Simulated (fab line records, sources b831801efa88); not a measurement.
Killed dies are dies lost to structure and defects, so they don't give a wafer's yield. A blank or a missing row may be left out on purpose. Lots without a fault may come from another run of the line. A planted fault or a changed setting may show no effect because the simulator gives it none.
A struck lot beside a sound one | flow gf180mcu | 16 steps out of a route of 602
Sound: wafers L917.1, L917.5, L917.6. Struck: wafers L928.1, L928.3. (L928.4 of the same lot was not struck and is left out.) The cause comes at the end.
At each step with rows: each side's tool, then ch and its chambers, then its first start. Under that, the readings that differ: sound wafers | struck wafers | difference of the means | sigmas: that difference in standard deviations of wafers without a fault.
alike: readings whose means differ by less than 2 such deviations, and words and numbers that are the same on both sides. not compared: withheld readings, readings that some wafer has no value for, bounds like >300 that may hide the same value, and numbers for which the record gives no deviation and whose values overlap.
The two part at a step that has a row with sigmas, a row that says differs or no value, or rows on one side only. Numbers that don't overlap but have no deviation are shown without sigmas and don't part them. A reading that every wafer of one side lacks parts them only if that side has two wafers or more.

first, 3 steps without rows for these wafers: GF_M5_EXPOSE_04 (exposes mask Metal5, target cd 280 nm); GF_M5_PEB_05 (peb time 90 s); GF_M5_DEVELOP_06 (develop time 60 s).
GF_M5_CD_MEAS_07: target cd 280 nm.
  sound on cd_sem-01, day 27 23:30; struck on cd_sem-01, day 31 05:21
  alike: cd_nm
GF_M5_OVL_MEAS_08:
  sound on overlay-02, day 27 23:37; struck on overlay-02, day 31 05:28
  alike: M5_OVL
GF_M5_ETCH_09: etches Si3N4 in CF4/O2, target depth 52 nm, time 11.6 s.
  sound on rie_diel-03 ch 0,3, day 27 23:40; struck on rie_diel-04 ch 0,1, day 31 05:31
  alike: drypump_motor_current_A, oes_product_au, throttle_valve_pct
  not compared: rf_hours_counter_h
GF_M5_METAL_ETCH_10: etches the open film in Cl2/BCl3, stops on SiO2, target depth 627.5 nm, time 104.6 s.
  sound on rie_metal-03 ch 0,1, day 27 23:41; struck on rie_metal-03 ch 0,1, day 31 05:32
  alike: drypump_motor_current_A, oes_product_au, throttle_valve_pct
  not compared: rf_hours_counter_h
GF_M5_STRIP_11: strips in O2/N2.
  sound on plasma_asher-03 ch 0,1, day 27 23:47; struck on plasma_asher-01 ch 0,1, day 31 05:38
  alike: drypump_motor_current_A, heater_power_w, n2_flow_sccm, oes_product_au, strip_time_to_endpoint_s
  not compared: rf_hours_counter_h
then, 3 steps without rows for these wafers: GF_M5_STRIP_12 (strips in post etch residue remover, time 1200 s); GF_M5_CLEAN_13 (cleans in DIW); GF_V5_CVD_00 (deposits SiO2, target thk 300 nm, time 50 s).
GF_V5_THK_MEAS_01:
  sound on film_metro-04, day 28 00:29; struck on film_metro-02, day 31 06:14
  reading            | sound       | struck  | difference | sigmas
  V5_CVD_00_THK (nm) | 293 291 295 | 303 303 | +10        | +3
GF_V5_CVD_02: deposits SiO2 from TEOS, target thk 1450 nm, time 163.28 s.
  sound on pecvd-04 ch 0,2, day 28 00:33; struck on pecvd-04 ch 1,2, day 31 06:17
  reading                             | sound          | struck    | difference | sigmas
  model.SiO2_of_V5_CVD_02.thk_nm (nm) | 1456 1461 1472 | 1601 1610 | +142       |
  alike: heater_power_outer_w, heater_power_w
GF_V5_THK_MEAS_03:
  sound on film_metro-01, day 28 00:39; struck on film_metro-02, day 31 06:23
  reading            | sound          | struck    | difference | sigmas
  V5_CVD_02_THK (nm) | 1456 1461 1473 | 1602 1609 | +142       | +7
GF_V5_CMP_04: polishes SiO2.
  sound on cmp-01 ch 2,3, day 28 00:47; struck on cmp-02 ch 0,3, day 31 06:30
  alike: motor_current_A
GF_PASSIVATION_PROBE_99:
  the record has rows for the sound wafers here (prober-01, day 30 14:14) and none for the struck ones

WHERE THEY PART
First at GF_V5_THK_MEAS_01; last, within this record, at GF_PASSIVATION_PROBE_99.

WHY: what the simulator had put in
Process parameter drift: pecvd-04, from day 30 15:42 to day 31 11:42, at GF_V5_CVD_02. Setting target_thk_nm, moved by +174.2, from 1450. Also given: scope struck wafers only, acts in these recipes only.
